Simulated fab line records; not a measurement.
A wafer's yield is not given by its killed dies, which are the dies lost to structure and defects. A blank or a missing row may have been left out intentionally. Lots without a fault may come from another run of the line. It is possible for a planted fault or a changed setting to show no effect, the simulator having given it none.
A lot that was struck, set against a sound lot	flow sky130	15 out of 708 route steps
Sound: wafers L491.2, L491.4, L491.6. Wafers struck: L502.2, L502.4, L502.6. The cause comes at the end.
At each step with rows: each side's tool, then ch and its chambers, then its first start. Under that, the readings that differ: sound wafers	struck wafers	difference of the means	sigmas: that difference in standard deviations of wafers without a fault.
alike: a reading whose means differ by less than 2 such deviations, as well as words and numbers matching on both sides. not compared: withheld readings; readings where some wafer has no value; bounds like >300 that might hide an equal value; numbers whose values overlap and for which the record gives no deviation.
The two part at a step that has a row with sigmas, a row that says differs or no value, or rows on one side only. When numbers do not overlap yet have no deviation, they are printed without sigmas and do not part them. Lack of a reading on every wafer of one side parts them only where that side has two or more wafers.

first, 7 steps without rows for these wafers: SKY_METAL3_HMDS_06 (prime time 60 s); SKY_METAL3_COAT_07 (resist thk 60 nm); SKY_METAL3_COAT_08 (resist thk 1140 nm); SKY_METAL3_SOFTBAKE_09 (time 90 s); SKY_METAL3_EXPOSE_10 (exposes mask MM3, target cd 300 nm); SKY_METAL3_PEB_11; SKY_METAL3_DEVELOP_12 (develop time 60 s).
SKY_METAL3_CD_MEAS_13: the cd target is 300 nm.
  sound on cd-sem-01 at day 39 01:14; struck on cd-sem-02 at day 43 02:33
  alike: cd-nm
SKY_METAL3_OVL_MEAS_14:
  sound on overlay-01 at day 39 01:21; struck on overlay-02 at day 43 02:40
  alike: METAL3_OVL
SKY_METAL3_DESCUM_15: chemistry O2, time 8 s.
  sound on rie-metal-03 ch 0,1, day 39 01:23; struck on rie-metal-01 ch 0,1, day 43 02:41
  alike: drypump-motor-current-A, oes-product-au
  not compared: rf-hours-counter-h
SKY_METAL3_ETCH_16: etches BARC in N2/H2, stops on SiO2, time 88.2 s, target depth 60 nm.
  sound on rie-metal-03 ch 0,1, day 39 01:25; struck on rie-metal-01 ch 0,1, day 43 02:43
  alike: drypump-motor-current-A, oes-product-au, throttle-valve-pct
  not compared: rf-hours-counter-h
SKY_METAL3_ETCH_17: etches SiO2 in C4F8/O2/Ar, stops on TiN, time 3.9 s, target depth 15 nm.
  sound on rie-diel-03 ch 0,1, day 39 01:33; struck on rie-diel-04 ch 2,3, day 43 02:49
  alike: oes-product-au
  not compared: rf-hours-counter-h
SKY_METAL3_METAL_ETCH_18: etches the open film in Cl2/BCl3, stops on SiO2, target depth 845 nm, time 183.1 s.
  sound on rie-metal-01 ch 1, day 39 01:34; struck on rie-metal-03 ch 0, day 43 02:50
reading	sound	struck	difference	sigmas
oes-product-au (a.u.)	0.876 0.862 0.871	0.896 0.892 0.890	+0.023	+4
over-etch-frac	0.3 0.3 0.3	0.25498 0.25498 0.25498	-0.04502	
model.KrF-thick_of_METAL3_COAT_08.thk-nm (nm)	526.4 537.1 531.2	544.4 545.1 547	+13.9	
  alike: drypump-motor-current-A, throttle-valve-pct
  not compared: rf-hours-counter-h
SKY_METAL3_STRIP_19: strips in O2/N2.
  sound on plasma-asher-04 ch 0,1, day 39 01:45; struck on plasma-asher-02 ch 0,1, day 43 03:01
  alike: drypump-motor-current-A, oes-product-au, strip-time-to-endpoint-s
  not compared: rf-hours-counter-h
-- the record jumps here: 6 days lie between the struck wafers' starts before and after (it left off in module METAL3 and takes up again in module PAD_OPEN, whose first step shown is number 708 of the route) --
SKY_PAD_OPEN_PROBE_99:
  sound on prober-02 at day 46 04:10; struck on prober-02 at day 49 14:47
  alike: defect-limited-yield, killed_at_M0_to_M3, killed_at_M4_up, killed-at-contacts, killed-at-front-end, killed-at-other, killed-dies, killed-open, killed-short, sort_bin_3_pad_short, sort_bin_5_function, sort_bin_6_memory, sort-n-pass, sort-yield-pct

== WHERE THEY PART ==
Within this record, at SKY_METAL3_METAL_ETCH_18 only. Later steps at which nothing parts them and some readings are alike: SKY_METAL3_STRIP_19, SKY_PAD_OPEN_PROBE_99.

WHY: whatever the simulator had introduced
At SKY_METAL3_METAL_ETCH_18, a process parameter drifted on rie-metal-03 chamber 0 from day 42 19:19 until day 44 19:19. From 0.3, the setting over-etch-frac moved by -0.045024. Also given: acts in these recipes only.
